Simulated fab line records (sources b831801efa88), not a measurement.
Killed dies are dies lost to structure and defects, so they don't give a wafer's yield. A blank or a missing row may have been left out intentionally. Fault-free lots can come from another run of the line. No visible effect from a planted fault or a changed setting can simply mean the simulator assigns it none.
Problem report, 8D (eight disciplines) form, completed by code | flow sky130 | the parts of the form that need people (team, actions taken, sign-off) are left out

== 1. THE ISSUE ==
Mean of run-length-s at SKY_CAPM_STRIP_15: 1281 s across 6 wafers in 2 lots; on wafers with no fault it is 1229 s (standard deviation 3.8). Measured from the usual mean, that is +14 standard deviations.
The step: strips in post etch residue remover, time 1200 s.
First observed at day 39 08:37: wafer L609.1, on wet-bench-01. The record has a number at this step for 36 wafers belonging to 12 lots. Rule for "out" (also "out of limits"): further than 4 standard deviations from the usual mean. All remaining wafers that have a number are taken as sound.

== 2. WHAT IT IS AND WHAT IT IS NOT ==
question                    | is                     | is not
which readings at this step | run-length-s           | -
which lots                  | L609, L610             | L603, L604, L605, L606, L607, L608, L612, L621, L623, L624
which wafers of those lots  | all that have a number | -
read on which tools         | wet-bench-01           | wet-bench-02, wet-bench-04
when                        | from day 39 08:37      | up to then (18 sound wafers); but 12 sound wafers of L612, L621, L623, L624 came after

== 3. WHAT RULES OUT EACH SUSPECT ==
Counting: a tool at a process step up to the reading stays a suspect if it ran every lot that is out and no sound lot after the first of them.
- pvd-sputter-03 at SKY_CAPM_SPUTTER_02 (material TiN, target thk 200 nm, time 166.7 s): ruled out as a lasting fault. The sound lots L612, L623 went through it after L609, its earliest lot that is out (day 38 07:43).
- wet-bench-01 at SKY_CAPM_STRIP_15 (strips in post etch residue remover, time 1200 s): ruled out as a lasting fault. The sound lots L621, L624 went through it after L609, its earliest lot that is out (day 39 08:37).
Left after counting: nothing in the record.

== 4. THE CAUSE (what the simulator had put in) ==
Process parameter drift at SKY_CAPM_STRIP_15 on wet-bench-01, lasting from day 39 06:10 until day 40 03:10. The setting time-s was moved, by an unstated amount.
Counting ruled it out, wrongly.

== 5. THE EFFECT CHAIN, in route order ==
One row per reading whose mean, taken over the struck wafers that have a number, lies over 3 standard deviations from the usual. Only readings whose record carries a usual standard deviation are examined. hours: median over the lots of the time between each lot's start at the first step of this table that gives one and its start at this step. sigmas: the change, counted in usual standard deviations.
hours | step              | reading      | usual  | on struck wafers | change | sigmas
0     | SKY_CAPM_STRIP_15 | run-length-s | 1229 s | 1281             | +52    | +14
Process steps it contains:
- SKY_CAPM_STRIP_15: strips in post etch residue remover, time 1200 s.

== 6. HOW IT WOULD HAVE BEEN CAUGHT EARLIER ==
First out-of-limits reading in this record: day 39 08:37, which is 2 hours after fault onset at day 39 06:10.
